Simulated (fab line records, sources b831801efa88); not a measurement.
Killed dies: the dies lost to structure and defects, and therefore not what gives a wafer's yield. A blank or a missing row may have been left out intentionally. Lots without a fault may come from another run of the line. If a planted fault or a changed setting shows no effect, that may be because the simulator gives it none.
Which tool was responsible?    flow sky130    11 lots with 32 wafers sampled at 6 steps, on a route of 708 steps

WHAT EACH GAUGE READ, for each wafer
SKY_CONTACT_THK_MEAS_01.
lot   measured      on             CONTACT_CVD_00_THK (nm)
L731  day 31 09:15  film-metro-01  72.9 74.8 75.6
L732  day 31 20:17  film-metro-04  73.3 74.1 76.0
L734  day 32 12:20  film-metro-04  74.2 74.7 76.1
L739  day 34 03:37  film-metro-01  73.8 73.0
L741  day 34 10:44  film-metro-04  73.3 75.3 74.9
L742  day 35 02:43  film-metro-04  75.5 75.4 74.1
L747  day 36 18:41  film-metro-03  72.4 73.7 75.6
L748  day 37 01:10  film-metro-03  72.7 75.3 76.7
L746  day 37 03:43  film-metro-04  75.6 76.7 76.1
L749  day 37 07:49  film-metro-03  74.2 73.1 75.8
L751  day 37 23:37  film-metro-01  73.2 75.0 74.2

SKY_CONTACT_THK_MEAS_03.
lot   measured      on             CONTACT_HDPCVD_THK (nm)
L731  day 31 09:23  film-metro-04  556 559 564
L732  day 31 20:25  film-metro-04  580 579 563
L734  day 32 12:28  film-metro-03  565 568 561
L739  day 34 03:45  film-metro-01  568 564
L741  day 34 10:52  film-metro-01  580 566 573
L742  day 35 02:51  film-metro-03  590 588 586
L747  day 36 18:49  film-metro-03  553 553 562
L748  day 37 01:17  film-metro-04  572 566 571
L746  day 37 03:50  film-metro-03  570 560 573
L749  day 37 07:56  film-metro-04  580 572 574
L751  day 37 23:44  film-metro-03  564 569 569

SKY_CONTACT_RS_MEAS_25: the measuring method here is four-point-probe.
lot   measured      on             CONTACT_W_RS (ohm/sq)
L731  day 32 14:44  film-metro-04  0.335 0.336 0.334
L732  day 33 01:04  film-metro-01  0.331 0.340 0.329
L734  day 33 16:11  film-metro-03  0.336 0.328 0.334
L739  day 35 07:18  film-metro-03  0.635 0.641
L741  day 35 15:01  film-metro-04  0.333 0.642 0.333
L742  day 36 06:15  film-metro-03  0.638 0.337 0.338
L747  day 37 22:54  film-metro-01  0.329 0.336 0.345
L748  day 38 04:23  film-metro-03  0.346 0.335 0.336
L746  day 38 06:53  film-metro-04  0.340 0.335 0.341
L749  day 38 10:43  film-metro-01  0.332 0.338 0.345
L751  day 39 02:08  film-metro-04  0.339 0.339 0.335

SKY_CONTACT_THK_MEAS_26: measures by xrf.
lot   measured      on             CONTACT_W_THK (nm)
L731  day 32 14:52  film-metro-04  333 331 332
L732  day 33 01:11  film-metro-01  333 329 336
L734  day 33 16:17  film-metro-03  325 332 328
L739  day 35 07:25  film-metro-03  176 174
L741  day 35 15:08  film-metro-04  334 177 332
L742  day 36 06:21  film-metro-03  178 329 326
L747  day 37 23:01  film-metro-01  341 336 325
L748  day 38 04:29  film-metro-03  320 329 329
L746  day 38 06:59  film-metro-04  325 333 326
L749  day 38 10:50  film-metro-01  336 330 325
L751  day 39 02:14  film-metro-04  329 327 334

EACH LOT AND THE TOOL THAT RAN IT (in order: tool; ch and the chambers of the sampled wafers; start)
lot   SKY_CONTACT_CMP_04             SKY_CONTACT_CVD_24
L731  cmp-02 ch 1,2,3, day 31 09:26  cvd-w-02 ch 0,1, day 32 14:38
L732  cmp-01 ch 0,1,3, day 31 20:31  cvd-w-01 ch 0,1, day 33 00:57
L734  cmp-01 ch 0,2, day 32 12:34    cvd-w-02 ch 0,1, day 33 16:03
L739  cmp-02 ch 0,1, day 34 04:08    cvd-w-02 ch 1, day 35 07:10
L741  cmp-02 ch 0,2,3, day 34 10:58  cvd-w-02 ch 0,1, day 35 14:55
L742  cmp-02 ch 0,1,3, day 35 03:06  cvd-w-02 ch 0,1, day 36 06:08
L747  cmp-02 ch 0,2,3, day 36 18:58  cvd-w-01 ch 0,1, day 37 22:46
L748  cmp-02 ch 1,3, day 37 01:23    cvd-w-01 ch 0,1, day 38 04:16
L746  cmp-02 ch 1,3, day 37 03:53    cvd-w-01 ch 0,1, day 38 06:46
L749  cmp-01 ch 0,1,3, day 37 08:03  cvd-w-01 ch 0,1, day 38 10:37
L751  cmp-01 ch 0,3, day 37 23:50    cvd-w-02 ch 0,1, day 39 02:02
- SKY_CONTACT_CMP_04: polishes SiO2.
- SKY_CONTACT_CVD_24: deposits W, target thk 340 nm, time 102.12 s.

AS READ BY THE TOOLS THEMSELVES (means over the sampled wafers that have a number; for cases with no such wafer, the mark the record gives instead)
SKY_CONTACT_CMP_04.
lot   tool    motor-current-A (A)  slurry-flow-ml-min  time-to-endpoint-s (s)
L731  cmp-02  11.6                 150.1               83
L732  cmp-01  13.2                 149.6               89
L734  cmp-01  11.6                 150.1               86
L739  cmp-02  10.4                 149.4               82
L741  cmp-02  11.7                 150.1               91
L742  cmp-02  11.1                 149.4               90
L747  cmp-02  11.6                 149.9               81
L748  cmp-02  11.2                 149.3               82
L746  cmp-02  11.0                 149.5               79
L749  cmp-01  13.1                 150.4               90
L751  cmp-01  13.3                 150.6               87

SKY_CONTACT_CVD_24.
lot   tool      chamber-pressure-Torr (Torr)  heater-power-w (W)
L731  cvd-w-02  39.99                         1001
L732  cvd-w-01  40.07                         900
L734  cvd-w-02  40.05                         1003
L739  cvd-w-02  40.01                         866
L741  cvd-w-02  39.99                         958
L742  cvd-w-02  39.97                         950
L747  cvd-w-01  39.95                         902
L748  cvd-w-01  39.97                         901
L746  cvd-w-01  39.92                         894
L749  cvd-w-01  39.90                         890
L751  cvd-w-02  40.03                         1015

THE ANSWER, worked out from the rows above alone
Rule: the lots themselves supply what counts as usual. Put in order of their means at a reading, lots are off if they are a third of the lots or fewer, leave a main group of 4 or more, and stand apart from it by a gap of 3 or more times the standard deviation of the main group's means; of several such gaps the widest counts. A main group is skipped when, at the precision printed for the reading in the tables above, its means are all equal. A lot without any number at a reading at which 4 lots or more have one is off too. Any other lot the step has rows for is counted as sound. Order of review: gauges by route order, followed by the tools' own readings, for which a lot's mean as printed above is used. The first step at which some lot is off is used, and at that step the reading that is off furthest; a lot without a number counts as furthest.
Off: L739, L741, L742, at SKY_CONTACT_RS_MEAS_25 (CONTACT_W_RS). The main group has a mean of 0.336 ohm/sq with a standard deviation of 0.0023.
A tool fits if, at a process step before that reading, it ran every lot that is off, and no sound lot after the first of them. Gauges at SKY_CONTACT_RS_MEAS_25: tried the same way as those tools. None of those tried fits.

WHAT THE SIMULATOR HAD PUT IN
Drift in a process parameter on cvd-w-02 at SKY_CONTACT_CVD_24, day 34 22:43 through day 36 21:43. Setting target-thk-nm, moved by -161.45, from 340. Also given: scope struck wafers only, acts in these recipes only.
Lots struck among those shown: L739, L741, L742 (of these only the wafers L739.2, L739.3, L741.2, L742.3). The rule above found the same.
